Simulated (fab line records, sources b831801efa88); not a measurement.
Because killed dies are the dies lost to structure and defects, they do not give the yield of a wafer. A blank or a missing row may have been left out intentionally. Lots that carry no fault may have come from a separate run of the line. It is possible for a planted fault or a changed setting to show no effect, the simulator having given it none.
Matching of chambers || flow sky130 || hdpcvd-02 running SKY_LI_CONTACT_HDPCVD_00: 3 sister chambers
The step deposits PSG, target thk 930 nm, time 155 s. 6 wafers are shown with their chamber, then 7 later ones without.

## WAFERS, EACH WITH ITS CHAMBER
{"wafer": "L230.5", "chamber": 2, "run-length-s (s)": 182.9, "susceptor-temp-C (C)": 599.77}
{"wafer": "L233.1", "chamber": 1, "run-length-s (s)": 182.2, "susceptor-temp-C (C)": 600.06}
{"wafer": "L233.6", "chamber": 2, "run-length-s (s)": 182.9, "susceptor-temp-C (C)": 599.94}
{"wafer": "L234.4", "chamber": 1, "run-length-s (s)": 182.0, "susceptor-temp-C (C)": 600.31}
{"wafer": "L242.1", "chamber": 0, "run-length-s (s)": 181.7, "susceptor-temp-C (C)": 599.83}
{"wafer": "L242.4", "chamber": 0, "run-length-s (s)": 181.5, "susceptor-temp-C (C)": 600.28}

## WAFERS WHOSE CHAMBER IS MISSING
{"wafer": "L242.5", "run-length-s (s)": 182.6, "susceptor-temp-C (C)": 600.06}
{"wafer": "L246.2", "run-length-s (s)": 182.0, "susceptor-temp-C (C)": 599.70}
{"wafer": "L246.4", "run-length-s (s)": 181.9, "susceptor-temp-C (C)": 600.27}
{"wafer": "L246.6", "run-length-s (s)": 182.7, "susceptor-temp-C (C)": 598.98}
{"wafer": "L249.4", "run-length-s (s)": 182.5, "susceptor-temp-C (C)": 599.46}
{"wafer": "L249.5", "run-length-s (s)": 182.7, "susceptor-temp-C (C)": 599.84}
{"wafer": "L249.6", "run-length-s (s)": 181.5, "susceptor-temp-C (C)": 600.47}

## WHICH CHAMBER EACH ONE RAN IN
{"wafer": "L242.5", "from the rows above": "can't be placed: 2 or 1", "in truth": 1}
{"wafer": "L246.2", "from the rows above": "can't be placed: 1 or 0", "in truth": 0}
{"wafer": "L246.4", "from the rows above": "can't be placed: 1 or 0", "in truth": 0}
{"wafer": "L246.6", "from the rows above": 2, "in truth": 2}
{"wafer": "L249.4", "from the rows above": "can't be placed: 2 or 1", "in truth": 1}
{"wafer": "L249.5", "from the rows above": 2, "in truth": 2}
{"wafer": "L249.6", "from the rows above": 0, "in truth": 0}
Correct placement for 3 of the 7. Not placeable from these rows: 4 (in 4, the candidates include the true chamber). Number placed wrongly: 0.
How it was worked out, from the rows above alone: a wafer's distance from a chamber is the root of the sum, over the readings, of the square of ((its reading less the chamber's mean) divided by the reading's scatter). The wafer belongs to the nearest chamber; if the next one is less than 2 further off, it can't be placed. Each chamber's mean is taken over the wafers shown for it. The scatter: the root of (the sum of the squares of (reading less its chamber's mean) over the shown wafers, divided by (wafers less chambers)).
